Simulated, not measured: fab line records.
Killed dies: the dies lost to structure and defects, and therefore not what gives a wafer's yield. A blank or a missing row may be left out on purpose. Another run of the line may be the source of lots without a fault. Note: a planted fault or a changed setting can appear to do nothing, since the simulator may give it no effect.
Check of tool commonality ; flow gf180mcu ; Lots sampled 12, wafers sampled 42

REASON FOR OPENING
2 of 12 lots carry a flag on the reading HV_LDD_4_TW at GF_HV_LDD_TW_MEAS_50. Wafers without a fault read 574, standard deviation 11.
Rule: flag the lot when none of its wafers has a number, or when each of its wafers that has one lies beyond 4 standard deviations from that mean. As for the other lots, they are considered sound.

lot;measured;on;HV_LDD_4_TW, wafer by wafer;flag
L692;day 12 10:58;film-metro-03;556 560 560;
L693;day 12 18:07;film-metro-03;556 558 560;
L695;day 13 15:18;film-metro-02;581 585 586;
L696;day 13 22:50;film-metro-02;585 581 585;
L701;day 15 08:51;film-metro-02;946 945 944 947 954 951;FLAGGED
L702;day 15 18:15;film-metro-04;951 951 949 954 944 946;FLAGGED
L703;day 16 04:11;film-metro-02;581 582 580;
L710;day 18 07:12;film-metro-04;579 576 576;
L711;day 18 15:53;film-metro-02;579 582 582;
L712;day 19 06:46;film-metro-04;576 576 572;
L713;day 19 10:56;film-metro-03;559 560 561;
L715;day 20 03:20;film-metro-04;582 581 580;
On average the flagged lots' numbers are 948, which is +374 against the usual, or +34 standard deviations.

WHICH TOOL EACH LOT WENT THROUGH
The record holds 2 process steps before the reading, out of a route of 602 steps. In each cell: the tool, then ch and the chambers that the sampled wafers went through, then the start.
lot;flag;GF_DNWELL_STRIP_08;GF_HV_LDD_IMPLANT_48
L692;;plasma-asher-01 ch 0,1, day 2 21:41;implanter-04 ch 0, day 12 10:44
L693;;plasma-asher-01 ch 0,1, day 3 02:35;implanter-03 ch 0, day 12 17:54
L695;;plasma-asher-02 ch 0,1, day 3 13:38;implanter-02 ch 0, day 13 15:05
L696;;plasma-asher-01 ch 0,1, day 3 18:56;implanter-03 ch 0, day 13 22:35
L701;FLAGGED;plasma-asher-02 ch 0,1, day 4 18:53;implanter-03 ch 0, day 15 08:36
L702;FLAGGED;plasma-asher-02 ch 0,1, day 5 00:11;implanter-03 ch 0, day 15 18:00
L703;;plasma-asher-03 ch 0,1, day 5 04:56;implanter-02 ch 0, day 16 03:56
L710;;plasma-asher-03 ch 0, day 6 17:14;implanter-02 ch 0, day 18 06:58
L711;;plasma-asher-02 ch 0,1, day 6 22:53;implanter-02 ch 0, day 18 15:38
L712;;plasma-asher-02 ch 0,1, day 7 04:47;implanter-03 ch 0, day 19 06:32
L713;;plasma-asher-01 ch 0,1, day 7 09:14;implanter-04 ch 0, day 19 10:41
L715;;plasma-asher-02 ch 0,1, day 7 22:44;implanter-04 ch 0, day 20 03:06
What the steps here do:
- GF_DNWELL_STRIP_08: strips in O2/N2.
- GF_HV_LDD_IMPLANT_48
- GF_HV_LDD_TW_MEAS_50

FLAGGED AGAINST TOTAL, ONE TOOL AT A TIME (gauges that did the reading follow at the end)
step;tool;lots run;flagged;share of the flagged lots;sound lots run after its first flagged lot
GF_DNWELL_STRIP_08;plasma-asher-01;4;0;none;-
GF_DNWELL_STRIP_08;plasma-asher-02;6;2;all;3 (L711,L712,L715)
GF_DNWELL_STRIP_08;plasma-asher-03;2;0;none;-
GF_HV_LDD_IMPLANT_48;implanter-02;4;0;none;-
GF_HV_LDD_IMPLANT_48;implanter-03;5;2;all;1 (L712)
GF_HV_LDD_IMPLANT_48;implanter-04;3;0;none;-
GF_HV_LDD_TW_MEAS_50;film-metro-02;5;1;some;2 (L703,L711)
GF_HV_LDD_TW_MEAS_50;film-metro-03;3;0;none;-
GF_HV_LDD_TW_MEAS_50;film-metro-04;4;1;some;3 (L710,L712,L715)

WHAT THE TABLE ALLOWS
2 rows of the table ran every flagged lot: plasma-asher-02 at GF_DNWELL_STRIP_08, implanter-03 at GF_HV_LDD_IMPLANT_48.
- plasma-asher-02 at GF_DNWELL_STRIP_08 ran 6 lots, 2 of them flagged. After the first flagged lot (L711, L712, L715), sound lots still ran on it; a lasting fault on the whole tool would not permit that.
- implanter-03 at GF_HV_LDD_IMPLANT_48 ran 5 lots, 2 of them flagged. After the first flagged lot (L712), sound lots still ran on it; a lasting fault on the whole tool would not permit that. Its own readings (dose-ions-cm2, faraday-current-uA) fall more than 4 standard deviations out on all wafers of the flagged lots.
Not one row of the table ran every flagged lot while running no sound lot after the first.

WHAT HAD BEEN PUT IN BY THE SIMULATOR
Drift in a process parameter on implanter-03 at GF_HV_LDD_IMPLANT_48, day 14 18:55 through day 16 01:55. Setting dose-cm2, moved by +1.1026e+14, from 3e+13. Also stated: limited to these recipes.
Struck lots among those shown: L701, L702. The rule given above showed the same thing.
